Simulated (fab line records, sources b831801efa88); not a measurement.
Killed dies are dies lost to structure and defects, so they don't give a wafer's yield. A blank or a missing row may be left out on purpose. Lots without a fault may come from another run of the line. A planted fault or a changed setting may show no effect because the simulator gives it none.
fab line records | flow gf180mcu
record lots=12 wafers=36 last_day=34
route steps=602 shown LVPWELL@61 VT_IMPLANT@97 HV_LDD@211 SAB@277
lots that met no fault: from a run of the same line without faults
start_h: hours from the record's first day to the start of the lot's first wafer shown | wait_h: hours since the lot's step before | " the same as in the row above | L1.1+2: a row that stands for several wafers | - no value, or no start given | * or withheld: withheld | < > ~ a bound
route shown NAME@n: a module of which the file shows steps, and the number in the route of the first | usual: mean/standard deviation of fault-free wafers | same: alike in all rows | chamber/n: place in a boat | sites: the reading at each site | _std_site: their standard deviation | _edge_site: outer sites' mean less inner sites' | radius_mm: how far each site lies from the wafer's centre | mask NAME#n: copy n | behind: the tool/chamber that last shaped the wafer | hold: why the lot was held/for how many hours/how that ended | device: the transistor (n, p or np) that didn't switch | end of line: the same wafers' tests at the end of the route | a step without rows: its recipe alone | killed: dies lost to structure and defects at the first sort, not the wafer's yield | map: a wafer's dies, x killed, . not, _ none there
set.NAME: the setting as run; set.NAME@STEP: as run at that earlier step | model.NAME: the simulator's own value behind a step, which no gauge read
steps of the route over a sample of lots; a table a step, a row a wafer
services: from which hour (start_h, from the record's first day; less than 0 if before it) a tool's chamber was out of use, for how many hours, and why
## steps
# step GF_LVPWELL_OVL_MEAS_07
# usual LVPWELL_OVL=0.7/1.4
# columns lot.wafer tool chamber start_h wait_h LVPWELL_OVL[nm]
L977.3 overlay-01 - 72.19 - -0.3
L977.4 " - " " -0.7
L977.6 " - " " -0.2
L979.1 overlay-01 - 79.59 - 2.4
L979.3 " - " " 1.5
L979.4 " - " " 2.8
L981.2 overlay-02 - 94.00 - 1.0
L981.4 " - " " 0.2
L981.5 " - " " 0.4
L982.1 overlay-02 - 96.38 - -1.4
L982.2 " - " " -0.1
L982.4 " - " " -0.5
L983.1 overlay-01 - 102.79 - 3.1
L983.2 " - " " 1.8
L983.5 " - " " 2.2
L985.1 overlay-02 - 113.84 - 0.5
L985.4 " - " " -0.3
L985.5 " - " " 2.4
L987.3 overlay-02 - 126.19 - 3.2
L987.4 " - " " 2.3
L987.6 " - " " 1.6
L990.2 overlay-02 - 144.24 - 2.6
L990.3 " - " " 2.0
L990.5 " - " " 2.2
L991.1 overlay-02 - 147.23 - 0.4
L991.4 " - " " 0.3
L991.6 " - " " -0.7
L993.2 overlay-01 - 157.79 - 0.8
L993.5 " - " " 0.1
L993.6 " - " " -0.3
L999.1 overlay-01 - 196.08 - -0.4
L999.2 " - " " 1.0
L999.6 " - " " 0.6
L100.2 overlay-02 - 203.09 - 0.3
L100.3 " - " " -0.3
L100.5 " - " " -1.3
# step GF_VT_IMPLANT_OVL_MEAS_07
# usual VT_IMPLANT_OVL=-1.2/1.4
# columns lot.wafer tool chamber start_h wait_h VT_IMPLANT_OVL[nm]
L977.3 overlay-02 - 114.75 0.1 -3.7
L977.4 " - " " -2.7
L977.6 " - " " -1.7
L979.1 overlay-01 - 123.99 0.1 -1.2
L979.3 " - " " -0.2
L979.4 " - " " -2.4
L981.2 overlay-01 - 138.59 0.1 -0.2
L981.4 " - " " -0.7
L981.5 " - " " -1.7
L982.1 overlay-01 - 139.76 0.1 -1.1
L982.2 " - " " -0.4
L982.4 " - " " -3.0
L983.1 overlay-01 - 148.24 0.1 -1.8
L983.2 " - " " -3.1
L983.5 " - " " 0.2
L985.1 overlay-02 - 158.34 0.1 -2.4
L985.4 " - " " -2.1
L985.5 " - " " -1.4
L987.3 overlay-02 - 173.90 0.1 -1.3
L987.4 " - " " -2.2
L987.6 " - " " -1.8
L990.2 overlay-01 - 192.44 0.1 -1.6
L990.3 " - " " -1.9
L990.5 " - " " -0.8
L991.1 overlay-01 - 196.68 0.1 -0.9
L991.4 " - " " -2.3
L991.6 " - " " -1.4
L993.2 overlay-01 - 207.21 0.1 -2.0
L993.5 " - " " -2.8
L993.6 " - " " -1.7
L999.1 overlay-01 - 251.48 0.1 -1.9
L999.2 " - " " -0.3
L999.6 " - " " -0.8
L100.2 overlay-02 - 257.79 0.1 -0.8
L100.3 " - " " -0.5
L100.5 " - " " 0.0
# step GF_HV_LDD_IMPLANT_35
# recipe species=P energy_kev=60 dose_cm2=7.5e+12 tilt_deg=30 rotation_deg=180
# usual dose_ions_cm2=7.501e+12/8e+09 faraday_current_uA=42.4/0.88
# same implant_ion_amu=31
# columns lot.wafer tool chamber start_h wait_h dose_ions_cm2 faraday_current_uA
L977.3 implanter-01 0 253.71 0.1 7.488e+12 42.2
L977.4 " 0 " " 7.501e+12 40.9
L977.6 " 0 " " 7.503e+12 41.7
L979.1 implanter-01 0 273.73 0.1 7.505e+12 44.4
L979.3 " 0 " " 7.503e+12 43.7
L979.4 " 0 " " 7.497e+12 41.4
L982.1 implanter-01 0 291.94 0.1 7.5e+12 42.5
L982.2 " 0 " " 7.497e+12 44.3
L982.4 " 0 " " 7.492e+12 42.0
L981.2 implanter-02 0 292.89 0.1 7.501e+12 42.7
L981.4 " 0 " " 7.506e+12 42.0
L981.5 " 0 " " 7.509e+12 43.4
L983.1 implanter-04 0 303.63 0.1 7.509e+12 41.8
L983.2 " 0 " " 7.504e+12 42.0
L983.5 " 0 " " 7.51e+12 41.4
L985.1 implanter-02 0 311.16 0.1 7.506e+12 41.8
L985.4 " 0 " " 7.492e+12 43.2
L985.5 " 0 " " 7.496e+12 41.6
L987.3 implanter-01 0 332.63 0.1 7.491e+12 42.8
L987.4 " 0 " " 7.495e+12 42.3
L987.6 " 0 " " 7.499e+12 41.2
L990.2 implanter-01 0 355.17 0.1 1.3255e+13 75.9
L990.3 " 0 " " 1.3263e+13 74.9
L990.5 " 0 " " 1.3265e+13 72.7
L991.1 implanter-04 0 363.38 0.1 7.498e+12 42.9
L991.4 " 0 " " 7.504e+12 41.0
L991.6 " 0 " " 7.489e+12 43.1
L993.2 implanter-01 0 377.42 0.1 1.3257e+13 74.0
L993.5 " 0 " " 1.3267e+13 71.3
L993.6 " 0 " " 1.327e+13 71.8
L999.1 implanter-04 0 433.33 0.1 7.512e+12 42.2
L999.2 " 0 " " 7.517e+12 42.9
L999.6 " 0 " " 7.508e+12 40.8
L100.2 implanter-04 0 441.98 0.1 7.506e+12 44.0
L100.3 " 0 " " 7.511e+12 42.0
L100.5 " 0 " " 7.509e+12 41.0
# step GF_HV_LDD_TW_MEAS_38
# usual HV_LDD_3_TW=1444/6.3
# columns lot.wafer tool chamber start_h wait_h HV_LDD_3_TW
L977.3 film_metro-03 - 254.08 0.1 1446
L977.4 " - " " 1433
L977.6 " - " " 1440
L979.1 film_metro-04 - 274.13 0.1 1452
L979.3 " - " " 1440
L979.4 " - " " 1442
L982.1 film_metro-04 - 292.34 0.1 1445
L982.2 " - " " 1452
L982.4 " - " " 1452
L981.2 film_metro-04 - 293.27 0.1 1449
L981.4 " - " " 1447
L981.5 " - " " 1448
L983.1 film_metro-03 - 304.03 0.1 1434
L983.2 " - " " 1447
L983.5 " - " " 1444
L985.1 film_metro-01 - 311.56 0.1 1442
L985.4 " - " " 1442
L985.5 " - " " 1442
L987.3 film_metro-01 - 333.00 0.1 1441
L987.4 " - " " 1451
L987.6 " - " " 1447
L990.2 film_metro-01 - 355.55 0.1 1525
L990.3 " - " " 1524
L990.5 " - " " 1526
L991.1 film_metro-04 - 363.78 0.1 1442
L991.4 " - " " 1447
L991.6 " - " " 1443
L993.2 film_metro-03 - 377.80 0.1 1527
L993.5 " - " " 1528
L993.6 " - " " 1525
L999.1 film_metro-01 - 433.73 0.1 1441
L999.2 " - " " 1441
L999.6 " - " " 1438
L100.2 film_metro-01 - 442.37 0.1 1434
L100.3 " - " " 1443
L100.5 " - " " 1438
# step GF_HV_LDD_RS_MEAS_53
# recipe thk_meas_gauge=four-point-probe
# usual HV_LDD_RS=418.6/0.91
# columns lot.wafer tool chamber start_h wait_h HV_LDD_RS[ohm/sq]
L977.3 film_metro-03 - 274.20 0.1 417.5
L977.4 " - " " 418.6
L977.6 " - " " 418.3
L979.1 film_metro-04 - 294.27 0.1 418.9
L979.3 " - " " 417.2
L979.4 " - " " 418.5
L982.1 film_metro-01 - 313.07 0.1 419.7
L982.2 " - " " 418.6
L982.4 " - " " 419.2
L981.2 film_metro-03 - 313.99 0.1 416.9
L981.4 " - " " 417.4
L981.5 " - " " 417.0
L983.1 film_metro-01 - 325.69 0.1 418.9
L983.2 " - " " 418.3
L983.5 " - " " 417.8
L985.1 film_metro-01 - 332.54 0.1 418.9
L985.4 " - " " 419.2
L985.5 " - " " 419.0
L987.3 film_metro-04 - 355.18 0.1 419.6
L987.4 " - " " 420.3
L987.6 " - " " 420.5
L990.2 film_metro-04 - 378.93 0.1 404.2
L990.3 " - " " 403.7
L990.5 " - " " 404.3
L991.1 film_metro-03 - 386.39 0.1 418.0
L991.4 " - " " 417.6
L991.6 " - " " 417.1
L993.2 film_metro-04 - 401.29 0.1 403.4
L993.5 " - " " 402.9
L993.6 " - " " 403.9
L999.1 film_metro-03 - 458.31 0.1 419.4
L999.2 " - " " 418.9
L999.6 " - " " 418.1
L100.2 film_metro-01 - 467.29 0.1 418.1
L100.3 " - " " 419.2
L100.5 " - " " 419.3
# step GF_SAB_STRIP_13
# recipe chemistry=O2/N2 power_w=1400 pressure_mtorr=1500 platen_temp_c=250 o2_flow_sccm=3000 n2_flow_sccm=300 overash_fraction=0.5
# usual drypump_motor_current_A=5.7/0.53 heater_power_w=304/18 oes_product_au=0.710/0.0045 strip_time_to_endpoint_s=12.61/0.034
# same overash_fraction=0.5
# columns lot.wafer tool chamber start_h wait_h drypump_motor_current_A heater_power_w oes_product_au rf_hours_counter_h strip_time_to_endpoint_s
L977.3 plasma_asher-03 1 339.38 0.0 6.3 324 0.712 - 12.62
L977.4 " 0 " " 5.1 302 0.709 - 12.64
L977.6 " 1 " " 6.3 329 0.712 - 12.58
L979.1 plasma_asher-02 1 361.34 0.0 6.2 274 0.713 55 12.64
L979.3 " 0 " " 6.4 310 0.710 - 12.61
L979.4 " 1 " " 6.2 273 0.715 - 12.59
L982.1 plasma_asher-02 1 382.78 0.0 6.1 276 0.716 58 12.64
L982.2 " 0 " " 6.4 320 0.714 58 12.62
L982.4 " 1 " " 6.2 278 0.716 - 12.60
L981.2 plasma_asher-02 0 383.44 0.0 6.4 319 0.709 58 12.59
L981.4 " 0 " " 6.4 318 0.707 - 12.63
L981.5 " 1 " " 6.2 271 0.709 - 12.61
L983.1 plasma_asher-02 0 396.56 0.0 6.4 315 0.708 59 12.62
L983.2 " 1 " " 6.2 269 0.706 59 12.55
L983.5 " 1 " " 6.2 273 0.710 - 12.59
L985.1 plasma_asher-03 1 404.28 0.0 6.2 326 0.704 77 12.57
L985.4 " 0 " " 5.1 296 0.709 - 12.56
L985.5 " 1 " " 6.2 325 0.699 - 12.58
L987.3 plasma_asher-02 0 428.04 0.0 6.4 312 0.707 - 12.57
L987.4 " 1 " " 6.2 272 0.705 - 12.59
L987.6 " 1 " " 6.2 277 0.716 - 12.60
L990.2 plasma_asher-01 0 454.96 0.0 5.2 315 0.713 34 12.67
L990.3 " 1 " " 5.3 284 0.712 - 12.68
L990.5 " 0 " " 5.2 304 0.703 - 12.68
L991.1 plasma_asher-01 1 462.22 0.0 5.2 289 0.710 35 12.63
L991.4 " 1 " " 5.2 293 0.710 - 12.64
L991.6 " 0 " " 5.2 314 0.710 - 12.64
L993.2 plasma_asher-03 1 477.46 0.0 6.3 325 0.706 5 12.60
L993.5 " 1 " " 6.3 316 0.714 - 12.63
L993.6 " 0 " " 5.1 303 0.714 - 12.61
L999.1 plasma_asher-01 0 533.37 0.0 5.2 317 0.722 42 12.57
L999.2 " 1 " " 5.3 284 0.707 42 12.61
L999.6 " 1 " " 5.3 281 0.710 - 12.57
L100.2 plasma_asher-03 1 540.51 0.0 6.2 319 0.713 11 12.61
L100.3 " 0 " " 5.1 305 0.710 - 12.58
L100.5 " 1 " " 6.3 318 0.709 - 12.60
## services
# columns tool chamber start_h hours kind
implanter-02 - 255.26 4.7 pm
plasma_asher-01 - 290.04 1.3 repair
implanter-04 - 293.70 1.3 repair
plasma_asher-03 - 303.28 0.4 repair
implanter-01 - 317.93 3.3 repair
plasma_asher-03 - 366.02 1.3 pm
implanter-01 - 366.28 4.5 pm
implanter-02 - 377.49 3.0 repair
implanter-04 - 399.29 3.5 pm
implanter-04 - 419.84 2.1 repair
plasma_asher-03 - 421.25 9.0 pm
plasma_asher-03 0 421.25 9.0 vent_cycle
plasma_asher-03 1 421.25 9.0 vent_cycle
plasma_asher-03 0 430.25 - clean
plasma_asher-03 1 430.25 - clean
implanter-01 - 432.70 1.5 repair
plasma_asher-01 - 451.08 0.7 repair
implanter-01 - 462.68 0.5 repair
implanter-02 - 467.07 3.2 repair
plasma_asher-03 - 515.71 9.7 repair
implanter-04 - 527.42 1.4 repair
implanter-04 - 537.52 9.8 repair
## key
first_sign step=GF_HV_LDD_IMPLANT_35 reading=dose_ions_cm2 direction=up sigmas=99+ usual=7.501e+12 struck=1.3263e+13
effect step=GF_HV_LDD_IMPLANT_35 reading=faraday_current_uA direction=up sigmas=35 usual=42.4 struck=73.4
effect step=GF_HV_LDD_TW_MEAS_38 reading=HV_LDD_3_TW direction=up sigmas=13 usual=1444 struck=1526
effect step=GF_HV_LDD_RS_MEAS_53 reading=HV_LDD_RS direction=down sigmas=16 usual=418.6 struck=403.7
met_at GF_HV_LDD_IMPLANT_35
struck_lots L990,L993
tester_left_out L990,L993
not_acting_at GF_LVPWELL_OVL_MEAS_07,GF_VT_IMPLANT_OVL_MEAS_07,GF_SAB_STRIP_13
onset_between 332.63 355.17
fault kind=process_parameter_drift tool=implanter-01 chamber=- onset_h=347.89 steps=GF_HV_LDD_IMPLANT_35 channel=dose_cm2 offset=5.7615e+12 shape=step end_h=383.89 acts_in=these_recipes_only stated=7.5e+12
# tester_left_out: of these lots the tester's yield and bins aren't shown, on N5 and GAA mostly nor the transistor test; their killed dies are dies lost to structure and defects alone, not to doping, threshold or leakage, so they don't give the yield
